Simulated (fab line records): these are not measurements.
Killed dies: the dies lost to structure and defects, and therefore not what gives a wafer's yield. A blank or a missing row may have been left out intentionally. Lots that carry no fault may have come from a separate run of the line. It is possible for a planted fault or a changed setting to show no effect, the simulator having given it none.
Which tool did it? || flow sky130 || Sampling: 24 lots, 72 wafers, 6 of 708 route steps

== WHAT THE GAUGES READ, wafer by wafer ==
SKY_SONOS_ONO_THK_MEAS_05. Usual: SONOS_ONO_CVD_04_THK gives 5.77 nm (standard deviation 0.12).
{"lot": "L074", "measured": "day 12 09:47", "on": "film_metro-04", "SONOS_ONO_CVD_04_THK (nm)": "5.86 5.84 5.81", "flag": ""}
{"lot": "L075", "measured": "day 12 18:13", "on": "film_metro-02", "SONOS_ONO_CVD_04_THK (nm)": "5.65 5.72 5.67", "flag": ""}
{"lot": "L076", "measured": "day 12 19:27", "on": "film_metro-02", "SONOS_ONO_CVD_04_THK (nm)": "5.78 5.87 5.90", "flag": ""}
{"lot": "L077", "measured": "day 13 04:50", "on": "film_metro-01", "SONOS_ONO_CVD_04_THK (nm)": "5.85 5.71 5.76", "flag": ""}
{"lot": "L078", "measured": "day 13 08:40", "on": "film_metro-02", "SONOS_ONO_CVD_04_THK (nm)": "5.73 5.75 5.69", "flag": ""}
{"lot": "L079", "measured": "day 13 15:53", "on": "film_metro-01", "SONOS_ONO_CVD_04_THK (nm)": "5.61 5.71 5.70", "flag": ""}
{"lot": "L080", "measured": "day 13 22:20", "on": "film_metro-01", "SONOS_ONO_CVD_04_THK (nm)": "5.68 5.63 5.76", "flag": ""}
{"lot": "L081", "measured": "day 14 09:51", "on": "film_metro-01", "SONOS_ONO_CVD_04_THK (nm)": "6.06 6.02 6.09", "flag": ""}
{"lot": "L082", "measured": "day 14 18:50", "on": "film_metro-04", "SONOS_ONO_CVD_04_THK (nm)": "6.01 5.90 5.97", "flag": ""}
{"lot": "L083", "measured": "day 14 18:50", "on": "film_metro-01", "SONOS_ONO_CVD_04_THK (nm)": "5.76 5.77 5.69", "flag": ""}
{"lot": "L084", "measured": "day 15 02:47", "on": "film_metro-02", "SONOS_ONO_CVD_04_THK (nm)": "5.83 5.87 5.83", "flag": ""}
{"lot": "L085", "measured": "day 15 12:42", "on": "film_metro-01", "SONOS_ONO_CVD_04_THK (nm)": "5.67 5.72 5.79", "flag": ""}
{"lot": "L086", "measured": "day 16 03:17", "on": "film_metro-01", "SONOS_ONO_CVD_04_THK (nm)": "5.94 5.87 5.89", "flag": ""}
{"lot": "L087", "measured": "day 16 14:14", "on": "film_metro-01", "SONOS_ONO_CVD_04_THK (nm)": "5.83 5.86 5.90", "flag": ""}
{"lot": "L088", "measured": "day 16 23:19", "on": "film_metro-04", "SONOS_ONO_CVD_04_THK (nm)": "5.75 5.72 5.67", "flag": ""}
{"lot": "L090", "measured": "day 17 06:10", "on": "film_metro-02", "SONOS_ONO_CVD_04_THK (nm)": "5.73 5.81 5.71", "flag": ""}
{"lot": "L089", "measured": "day 17 06:11", "on": "film_metro-04", "SONOS_ONO_CVD_04_THK (nm)": "5.51 5.52 5.56", "flag": ""}
{"lot": "L091", "measured": "day 17 14:07", "on": "film_metro-01", "SONOS_ONO_CVD_04_THK (nm)": "5.57 5.64 5.71", "flag": ""}
{"lot": "L092", "measured": "day 18 06:28", "on": "film_metro-02", "SONOS_ONO_CVD_04_THK (nm)": "5.61 5.54 5.70", "flag": ""}
{"lot": "L093", "measured": "day 18 19:35", "on": "film_metro-01", "SONOS_ONO_CVD_04_THK (nm)": "5.89 5.79 5.77", "flag": ""}
{"lot": "L094", "measured": "day 18 19:35", "on": "film_metro-02", "SONOS_ONO_CVD_04_THK (nm)": "5.87 5.91 5.93", "flag": ""}
{"lot": "L095", "measured": "day 19 00:26", "on": "film_metro-04", "SONOS_ONO_CVD_04_THK (nm)": "5.67 5.67 5.58", "flag": ""}
{"lot": "L096", "measured": "day 19 10:11", "on": "film_metro-04", "SONOS_ONO_CVD_04_THK (nm)": "5.65 5.69 5.76", "flag": ""}
{"lot": "L097", "measured": "day 19 13:26", "on": "film_metro-01", "SONOS_ONO_CVD_04_THK (nm)": "5.78 5.81 5.88", "flag": ""}

SKY_POLY_GATE_CD_MEAS_13: the cd target is 150 nm. Usual: cd_nm reads 150.1 nm (standard deviation 1.3).
{"lot": "L074", "measured": "day 17 10:46", "on": "cd_sem-02", "cd_nm (nm)": "150.0 148.8 149.0", "flag": ""}
{"lot": "L075", "measured": "day 17 19:46", "on": "cd_sem-01", "cd_nm (nm)": "151.4 150.6 150.3", "flag": ""}
{"lot": "L076", "measured": "day 17 16:08", "on": "cd_sem-01", "cd_nm (nm)": "149.5 149.3 150.1", "flag": ""}
{"lot": "L077", "measured": "day 18 04:41", "on": "cd_sem-02", "cd_nm (nm)": "149.9 151.1 150.7", "flag": ""}
{"lot": "L078", "measured": "day 18 09:17", "on": "cd_sem-01", "cd_nm (nm)": "150.6 148.7 147.9", "flag": ""}
{"lot": "L079", "measured": "day 18 17:29", "on": "cd_sem-01", "cd_nm (nm)": "149.1 146.9 147.6", "flag": ""}
{"lot": "L080", "measured": "day 18 23:35", "on": "cd_sem-02", "cd_nm (nm)": "148.6 150.0 149.8", "flag": ""}
{"lot": "L081", "measured": "day 19 16:49", "on": "cd_sem-01", "cd_nm (nm)": "150.9 150.7 151.6", "flag": ""}
{"lot": "L082", "measured": "day 20 03:44", "on": "cd_sem-01", "cd_nm (nm)": "150.7 149.6 149.8", "flag": ""}
{"lot": "L083", "measured": "day 20 04:05", "on": "cd_sem-02", "cd_nm (nm)": "150.1 150.8 150.6", "flag": ""}
{"lot": "L084", "measured": "day 20 10:18", "on": "cd_sem-02", "cd_nm (nm)": "151.0 150.7 149.4", "flag": ""}
{"lot": "L085", "measured": "day 20 18:24", "on": "cd_sem-01", "cd_nm (nm)": "149.4 147.7 149.5", "flag": ""}
{"lot": "L086", "measured": "day 21 11:37", "on": "cd_sem-01", "cd_nm (nm)": "150.9 150.6 149.4", "flag": ""}
{"lot": "L087", "measured": "day 22 02:10", "on": "cd_sem-01", "cd_nm (nm)": "150.8 151.0 148.9", "flag": ""}
{"lot": "L088", "measured": "day 22 05:24", "on": "cd_sem-01", "cd_nm (nm)": "151.5 152.5 151.2", "flag": ""}
{"lot": "L090", "measured": "day 22 16:13", "on": "cd_sem-01", "cd_nm (nm)": "149.4 148.7 149.2", "flag": ""}
{"lot": "L089", "measured": "day 22 15:01", "on": "cd_sem-02", "cd_nm (nm)": "147.7 148.6 146.2", "flag": ""}
{"lot": "L091", "measured": "day 23 01:19", "on": "cd_sem-01", "cd_nm (nm)": "151.0 150.2 151.0", "flag": ""}
{"lot": "L092", "measured": "day 23 14:33", "on": "cd_sem-01", "cd_nm (nm)": "150.3 150.8 150.3", "flag": ""}
{"lot": "L093", "measured": "day 24 03:07", "on": "cd_sem-02", "cd_nm (nm)": "150.4 149.0 150.4", "flag": ""}
{"lot": "L094", "measured": "day 24 06:31", "on": "cd_sem-02", "cd_nm (nm)": "151.5 149.3 149.3", "flag": ""}
{"lot": "L095", "measured": "day 24 09:23", "on": "cd_sem-01", "cd_nm (nm)": "151.9 151.4 151.4", "flag": ""}
{"lot": "L096", "measured": "day 24 19:16", "on": "cd_sem-02", "cd_nm (nm)": "150.2 149.9 149.9", "flag": ""}
{"lot": "L097", "measured": "day 24 20:50", "on": "cd_sem-01", "cd_nm (nm)": "149.9 151.7 150.9", "flag": ""}

SKY_VIA2_THK_MEAS_23: measures by xrf. Usual: VIA2_W_THK gives 410 nm (standard deviation 5.1).
{"lot": "L074", "measured": "day 37 02:17", "on": "film_metro-02", "VIA2_W_THK (nm)": "413 415 415", "flag": ""}
{"lot": "L075", "measured": "day 37 14:59", "on": "film_metro-02", "VIA2_W_THK (nm)": "417 410 411", "flag": ""}
{"lot": "L076", "measured": "day 37 10:34", "on": "film_metro-01", "VIA2_W_THK (nm)": "406 401 404", "flag": ""}
{"lot": "L077", "measured": "day 37 18:59", "on": "film_metro-01", "VIA2_W_THK (nm)": "417 412 410", "flag": ""}
{"lot": "L078", "measured": "day 38 03:48", "on": "film_metro-02", "VIA2_W_THK (nm)": "406 411 407", "flag": ""}
{"lot": "L079", "measured": "day 38 07:09", "on": "film_metro-04", "VIA2_W_THK (nm)": "420 419 422", "flag": ""}
{"lot": "L080", "measured": "day 38 11:11", "on": "film_metro-04", "VIA2_W_THK (nm)": "405 405 401", "flag": ""}
{"lot": "L081", "measured": "day 39 01:58", "on": "film_metro-01", "VIA2_W_THK (nm)": "409 412 413", "flag": ""}
{"lot": "L082", "measured": "day 39 11:25", "on": "film_metro-01", "VIA2_W_THK (nm)": "409 409 408", "flag": ""}
{"lot": "L083", "measured": "day 39 09:12", "on": "film_metro-02", "VIA2_W_THK (nm)": "409 407 410", "flag": ""}
{"lot": "L084", "measured": "day 39 18:42", "on": "film_metro-01", "VIA2_W_THK (nm)": "407 409 405", "flag": ""}
{"lot": "L085", "measured": "day 39 20:25", "on": "film_metro-04", "VIA2_W_THK (nm)": "412 414 413", "flag": ""}
{"lot": "L086", "measured": "day 40 13:28", "on": "film_metro-04", "VIA2_W_THK (nm)": "412 409 403", "flag": ""}
{"lot": "L087", "measured": "day 40 23:04", "on": "film_metro-04", "VIA2_W_THK (nm)": "408 405 404", "flag": ""}
{"lot": "L088", "measured": "day 41 05:46", "on": "film_metro-04", "VIA2_W_THK (nm)": "413 411 412", "flag": ""}
{"lot": "L090", "measured": "day 41 10:42", "on": "film_metro-01", "VIA2_W_THK (nm)": "409 409 406", "flag": ""}
{"lot": "L089", "measured": "day 41 09:12", "on": "film_metro-04", "VIA2_W_THK (nm)": "417 419 416", "flag": ""}
{"lot": "L091", "measured": "day 41 20:55", "on": "film_metro-01", "VIA2_W_THK (nm)": "402 410 409", "flag": ""}
{"lot": "L092", "measured": "day 42 06:02", "on": "film_metro-04", "VIA2_W_THK (nm)": "405 411 408", "flag": ""}
{"lot": "L093", "measured": "day 42 15:16", "on": "film_metro-04", "VIA2_W_THK (nm)": "408 414 415", "flag": ""}
{"lot": "L094", "measured": "day 42 20:08", "on": "film_metro-02", "VIA2_W_THK (nm)": "421 409 414", "flag": ""}
{"lot": "L095", "measured": "day 42 23:43", "on": "film_metro-01", "VIA2_W_THK (nm)": "409 405 406", "flag": ""}
{"lot": "L096", "measured": "day 43 03:34", "on": "film_metro-01", "VIA2_W_THK (nm)": "412 415 411", "flag": ""}
{"lot": "L097", "measured": "day 43 05:35", "on": "film_metro-04", "VIA2_W_THK (nm)": "415 411 412", "flag": ""}

SKY_CAPM_THK_MEAS_04: measures by xrf. Usual: CAPM_TIN_THK gives 207.7 nm (standard deviation 2.5).
{"lot": "L074", "measured": "day 37 03:07", "on": "film_metro-04", "CAPM_TIN_THK (nm)": "206.2 207.2 205.8", "flag": ""}
{"lot": "L075", "measured": "day 37 15:48", "on": "film_metro-03", "CAPM_TIN_THK (nm)": "210.7 211.1 212.2", "flag": ""}
{"lot": "L076", "measured": "day 37 11:23", "on": "film_metro-03", "CAPM_TIN_THK (nm)": "206.8 204.7 203.1", "flag": ""}
{"lot": "L077", "measured": "day 37 19:48", "on": "film_metro-04", "CAPM_TIN_THK (nm)": "205.3 207.2 206.7", "flag": ""}
{"lot": "L078", "measured": "day 38 04:39", "on": "film_metro-03", "CAPM_TIN_THK (nm)": "209.7 210.0 209.3", "flag": ""}
{"lot": "L079", "measured": "day 38 07:59", "on": "film_metro-04", "CAPM_TIN_THK (nm)": "209.4 209.6 208.4", "flag": ""}
{"lot": "L080", "measured": "day 38 12:00", "on": "film_metro-04", "CAPM_TIN_THK (nm)": "208.9 210.6 210.2", "flag": ""}
{"lot": "L081", "measured": "day 39 02:47", "on": "film_metro-04", "CAPM_TIN_THK (nm)": "207.7 209.2 208.8", "flag": ""}
{"lot": "L082", "measured": "day 39 12:14", "on": "film_metro-03", "CAPM_TIN_THK (nm)": "203.5 206.2 202.3", "flag": ""}
{"lot": "L083", "measured": "day 39 10:01", "on": "film_metro-04", "CAPM_TIN_THK (nm)": "205.3 207.1 205.6", "flag": ""}
{"lot": "L084", "measured": "day 39 19:31", "on": "film_metro-04", "CAPM_TIN_THK (nm)": "210.6 210.8 208.7", "flag": ""}
{"lot": "L085", "measured": "day 39 21:15", "on": "film_metro-02", "CAPM_TIN_THK (nm)": "206.5 206.7 205.6", "flag": ""}
{"lot": "L086", "measured": "day 40 14:17", "on": "film_metro-02", "CAPM_TIN_THK (nm)": "209.2 206.0 207.9", "flag": ""}
{"lot": "L087", "measured": "day 40 23:53", "on": "film_metro-02", "CAPM_TIN_THK (nm)": "209.1 208.8 211.4", "flag": ""}
{"lot": "L088", "measured": "day 41 06:36", "on": "film_metro-04", "CAPM_TIN_THK (nm)": "205.8 206.1 205.1", "flag": ""}
{"lot": "L090", "measured": "day 41 11:31", "on": "film_metro-02", "CAPM_TIN_THK (nm)": "204.1 206.4 204.5", "flag": ""}
{"lot": "L089", "measured": "day 41 10:02", "on": "film_metro-02", "CAPM_TIN_THK (nm)": "208.3 208.5 207.8", "flag": ""}
{"lot": "L091", "measured": "day 41 21:52", "on": "film_metro-04", "CAPM_TIN_THK (nm)": "209.8 212.0 207.0", "flag": ""}
{"lot": "L092", "measured": "day 42 06:53", "on": "film_metro-03", "CAPM_TIN_THK (nm)": "208.6 204.4 206.2", "flag": ""}
{"lot": "L093", "measured": "day 42 16:07", "on": "film_metro-03", "CAPM_TIN_THK (nm)": "208.2 206.7 205.6", "flag": ""}
{"lot": "L094", "measured": "day 42 20:58", "on": "film_metro-04", "CAPM_TIN_THK (nm)": "210.1 211.5 212.0", "flag": ""}
{"lot": "L095", "measured": "day 43 00:34", "on": "film_metro-04", "CAPM_TIN_THK (nm)": "209.7 211.3 209.7", "flag": ""}
{"lot": "L096", "measured": "day 43 04:23", "on": "film_metro-03", "CAPM_TIN_THK (nm)": "202.2 203.1 204.8", "flag": ""}
{"lot": "L097", "measured": "day 43 06:27", "on": "film_metro-04", "CAPM_TIN_THK (nm)": "207.3 206.6 210.3", "flag": ""}

== TOOL THAT RAN EACH LOT (tool first, then ch and the chambers of the sampled wafers, then the start) ==
{"lot": "L074", "SKY_VIA1_SPUTTER_20": "pvd_sputter-03, day 34 18:16", "SKY_CAPM_SPUTTER_02": "pvd_sputter-02, day 37 02:53"}
{"lot": "L075", "SKY_VIA1_SPUTTER_20": "pvd_sputter-03, day 35 07:31", "SKY_CAPM_SPUTTER_02": "pvd_sputter-01, day 37 15:34"}
{"lot": "L076", "SKY_VIA1_SPUTTER_20": "pvd_sputter-01, day 35 01:49", "SKY_CAPM_SPUTTER_02": "pvd_sputter-03, day 37 11:10"}
{"lot": "L077", "SKY_VIA1_SPUTTER_20": "pvd_sputter-03, day 35 12:11", "SKY_CAPM_SPUTTER_02": "pvd_sputter-01, day 37 19:33"}
{"lot": "L078", "SKY_VIA1_SPUTTER_20": "pvd_sputter-02, day 35 20:53", "SKY_CAPM_SPUTTER_02": "pvd_sputter-01, day 38 04:24"}
{"lot": "L079", "SKY_VIA1_SPUTTER_20": "pvd_sputter-03, day 35 22:31", "SKY_CAPM_SPUTTER_02": "pvd_sputter-01, day 38 07:45"}
{"lot": "L080", "SKY_VIA1_SPUTTER_20": "pvd_sputter-01, day 36 04:07", "SKY_CAPM_SPUTTER_02": "pvd_sputter-01, day 38 11:46"}
{"lot": "L081", "SKY_VIA1_SPUTTER_20": "pvd_sputter-01, day 36 18:49", "SKY_CAPM_SPUTTER_02": "pvd_sputter-01, day 39 02:34"}
{"lot": "L082", "SKY_VIA1_SPUTTER_20": "pvd_sputter-02, day 37 04:51", "SKY_CAPM_SPUTTER_02": "pvd_sputter-01, day 39 12:00"}
{"lot": "L083", "SKY_VIA1_SPUTTER_20": "pvd_sputter-03, day 37 03:17", "SKY_CAPM_SPUTTER_02": "pvd_sputter-01, day 39 09:47"}
{"lot": "L084", "SKY_VIA1_SPUTTER_20": "pvd_sputter-03, day 37 11:53", "SKY_CAPM_SPUTTER_02": "pvd_sputter-01, day 39 19:17"}
{"lot": "L085", "SKY_VIA1_SPUTTER_20": "pvd_sputter-03, day 37 13:49", "SKY_CAPM_SPUTTER_02": "pvd_sputter-01, day 39 21:01"}
{"lot": "L086", "SKY_VIA1_SPUTTER_20": "pvd_sputter-01, day 38 07:11", "SKY_CAPM_SPUTTER_02": "pvd_sputter-03, day 40 14:05"}
{"lot": "L087", "SKY_VIA1_SPUTTER_20": "pvd_sputter-03, day 38 17:52", "SKY_CAPM_SPUTTER_02": "pvd_sputter-03, day 40 23:40"}
{"lot": "L088", "SKY_VIA1_SPUTTER_20": "pvd_sputter-01, day 39 00:01", "SKY_CAPM_SPUTTER_02": "pvd_sputter-01, day 41 06:22"}
{"lot": "L090", "SKY_VIA1_SPUTTER_20": "pvd_sputter-03, day 39 05:35", "SKY_CAPM_SPUTTER_02": "pvd_sputter-03, day 41 11:17"}
{"lot": "L089", "SKY_VIA1_SPUTTER_20": "pvd_sputter-03, day 39 04:52", "SKY_CAPM_SPUTTER_02": "pvd_sputter-02, day 41 09:47"}
{"lot": "L091", "SKY_VIA1_SPUTTER_20": "pvd_sputter-01, day 39 16:25", "SKY_CAPM_SPUTTER_02": "pvd_sputter-03, day 41 21:37"}
{"lot": "L092", "SKY_VIA1_SPUTTER_20": "pvd_sputter-01, day 40 02:18", "SKY_CAPM_SPUTTER_02": "pvd_sputter-01, day 42 06:38"}
{"lot": "L093", "SKY_VIA1_SPUTTER_20": "pvd_sputter-03, day 40 12:36", "SKY_CAPM_SPUTTER_02": "pvd_sputter-03, day 42 15:52"}
{"lot": "L094", "SKY_VIA1_SPUTTER_20": "pvd_sputter-02, day 40 18:02", "SKY_CAPM_SPUTTER_02": "pvd_sputter-01, day 42 20:43"}
{"lot": "L095", "SKY_VIA1_SPUTTER_20": "pvd_sputter-02, day 40 20:11", "SKY_CAPM_SPUTTER_02": "pvd_sputter-02, day 43 00:20"}
{"lot": "L096", "SKY_VIA1_SPUTTER_20": "pvd_sputter-02, day 41 00:52", "SKY_CAPM_SPUTTER_02": "pvd_sputter-02, day 43 04:09"}
{"lot": "L097", "SKY_VIA1_SPUTTER_20": "pvd_sputter-03, day 41 02:17", "SKY_CAPM_SPUTTER_02": "pvd_sputter-01, day 43 06:12"}
- SKY_VIA1_SPUTTER_20: material TiN, target thk 20 nm, time 80 s.
- SKY_CAPM_SPUTTER_02: material TiN, target thk 200 nm, time 169.9 s.

== AS READ BY THE TOOLS THEMSELVES (means over the sampled wafers that have a number; for cases with no such wafer, the mark the record gives instead) ==
SKY_VIA1_SPUTTER_20. Usual: throttle_valve_pct reads 29.8 % (standard deviation 1.2).
{"lot": "L074", "tool": "pvd_sputter-03", "throttle_valve_pct (%)": 29.7, "flag": ""}
{"lot": "L075", "tool": "pvd_sputter-03", "throttle_valve_pct (%)": 30.6, "flag": ""}
{"lot": "L076", "tool": "pvd_sputter-01", "throttle_valve_pct (%)": 29.5, "flag": ""}
{"lot": "L077", "tool": "pvd_sputter-03", "throttle_valve_pct (%)": 29.7, "flag": ""}
{"lot": "L078", "tool": "pvd_sputter-02", "throttle_valve_pct (%)": 29.8, "flag": ""}
{"lot": "L079", "tool": "pvd_sputter-03", "throttle_valve_pct (%)": 31.3, "flag": ""}
{"lot": "L080", "tool": "pvd_sputter-01", "throttle_valve_pct (%)": 30.2, "flag": ""}
{"lot": "L081", "tool": "pvd_sputter-01", "throttle_valve_pct (%)": 30.2, "flag": ""}
{"lot": "L082", "tool": "pvd_sputter-02", "throttle_valve_pct (%)": 29.7, "flag": ""}
{"lot": "L083", "tool": "pvd_sputter-03", "throttle_valve_pct (%)": 29.5, "flag": ""}
{"lot": "L084", "tool": "pvd_sputter-03", "throttle_valve_pct (%)": 29.4, "flag": ""}
{"lot": "L085", "tool": "pvd_sputter-03", "throttle_valve_pct (%)": 29.0, "flag": ""}
{"lot": "L086", "tool": "pvd_sputter-01", "throttle_valve_pct (%)": 30.7, "flag": ""}
{"lot": "L087", "tool": "pvd_sputter-03", "throttle_valve_pct (%)": 28.9, "flag": ""}
{"lot": "L088", "tool": "pvd_sputter-01", "throttle_valve_pct (%)": 30.0, "flag": ""}
{"lot": "L090", "tool": "pvd_sputter-03", "throttle_valve_pct (%)": 30.3, "flag": ""}
{"lot": "L089", "tool": "pvd_sputter-03", "throttle_valve_pct (%)": 29.7, "flag": ""}
{"lot": "L091", "tool": "pvd_sputter-01", "throttle_valve_pct (%)": 30.5, "flag": ""}
{"lot": "L092", "tool": "pvd_sputter-01", "throttle_valve_pct (%)": 29.8, "flag": ""}
{"lot": "L093", "tool": "pvd_sputter-03", "throttle_valve_pct (%)": 28.6, "flag": ""}
{"lot": "L094", "tool": "pvd_sputter-02", "throttle_valve_pct (%)": 29.4, "flag": ""}
{"lot": "L095", "tool": "pvd_sputter-02", "throttle_valve_pct (%)": 29.4, "flag": ""}
{"lot": "L096", "tool": "pvd_sputter-02", "throttle_valve_pct (%)": 29.5, "flag": ""}
{"lot": "L097", "tool": "pvd_sputter-03", "throttle_valve_pct (%)": 29.7, "flag": ""}

SKY_CAPM_SPUTTER_02. Usual: throttle_valve_pct reads 29.9 % (standard deviation 1.1).
{"lot": "L074", "tool": "pvd_sputter-02", "throttle_valve_pct (%)": 29.5, "flag": ""}
{"lot": "L075", "tool": "pvd_sputter-01", "throttle_valve_pct (%)": 30.2, "flag": ""}
{"lot": "L076", "tool": "pvd_sputter-03", "throttle_valve_pct (%)": 29.0, "flag": ""}
{"lot": "L077", "tool": "pvd_sputter-01", "throttle_valve_pct (%)": 30.5, "flag": ""}
{"lot": "L078", "tool": "pvd_sputter-01", "throttle_valve_pct (%)": 30.6, "flag": ""}
{"lot": "L079", "tool": "pvd_sputter-01", "throttle_valve_pct (%)": 30.1, "flag": ""}
{"lot": "L080", "tool": "pvd_sputter-01", "throttle_valve_pct (%)": 30.3, "flag": ""}
{"lot": "L081", "tool": "pvd_sputter-01", "throttle_valve_pct (%)": 29.9, "flag": ""}
{"lot": "L082", "tool": "pvd_sputter-01", "throttle_valve_pct (%)": 30.1, "flag": ""}
{"lot": "L083", "tool": "pvd_sputter-01", "throttle_valve_pct (%)": 29.7, "flag": ""}
{"lot": "L084", "tool": "pvd_sputter-01", "throttle_valve_pct (%)": 30.3, "flag": ""}
{"lot": "L085", "tool": "pvd_sputter-01", "throttle_valve_pct (%)": 29.8, "flag": ""}
{"lot": "L086", "tool": "pvd_sputter-03", "throttle_valve_pct (%)": 29.9, "flag": ""}
{"lot": "L087", "tool": "pvd_sputter-03", "throttle_valve_pct (%)": 29.7, "flag": ""}
{"lot": "L088", "tool": "pvd_sputter-01", "throttle_valve_pct (%)": 29.6, "flag": ""}
{"lot": "L090", "tool": "pvd_sputter-03", "throttle_valve_pct (%)": 28.1, "flag": ""}
{"lot": "L089", "tool": "pvd_sputter-02", "throttle_valve_pct (%)": 29.6, "flag": ""}
{"lot": "L091", "tool": "pvd_sputter-03", "throttle_valve_pct (%)": 28.8, "flag": ""}
{"lot": "L092", "tool": "pvd_sputter-01", "throttle_valve_pct (%)": 30.6, "flag": ""}
{"lot": "L093", "tool": "pvd_sputter-03", "throttle_valve_pct (%)": 29.6, "flag": ""}
{"lot": "L094", "tool": "pvd_sputter-01", "throttle_valve_pct (%)": 30.2, "flag": ""}
{"lot": "L095", "tool": "pvd_sputter-02", "throttle_valve_pct (%)": 29.4, "flag": ""}
{"lot": "L096", "tool": "pvd_sputter-02", "throttle_valve_pct (%)": 29.5, "flag": ""}
{"lot": "L097", "tool": "pvd_sputter-01", "throttle_valve_pct (%)": 30.5, "flag": ""}

== THE ANSWER, worked out from the rows above alone ==
Rule: lot off if the mean of its wafers having a number is beyond 3 standard deviations from the usual mean. Also off: a lot with no number at a reading for which 4 or more lots have one. All remaining lots with rows at the step are treated as sound. The gauges are gone through in route order, then the tools' own readings, and for those a lot's mean is taken as printed above. The first step at which some lot is off is used, and at that step the reading that is off furthest; a lot without a number counts as furthest.
No lot is off at any reading shown: from this, nothing can be told.

== WHAT THE SIMULATOR PUT IN ==
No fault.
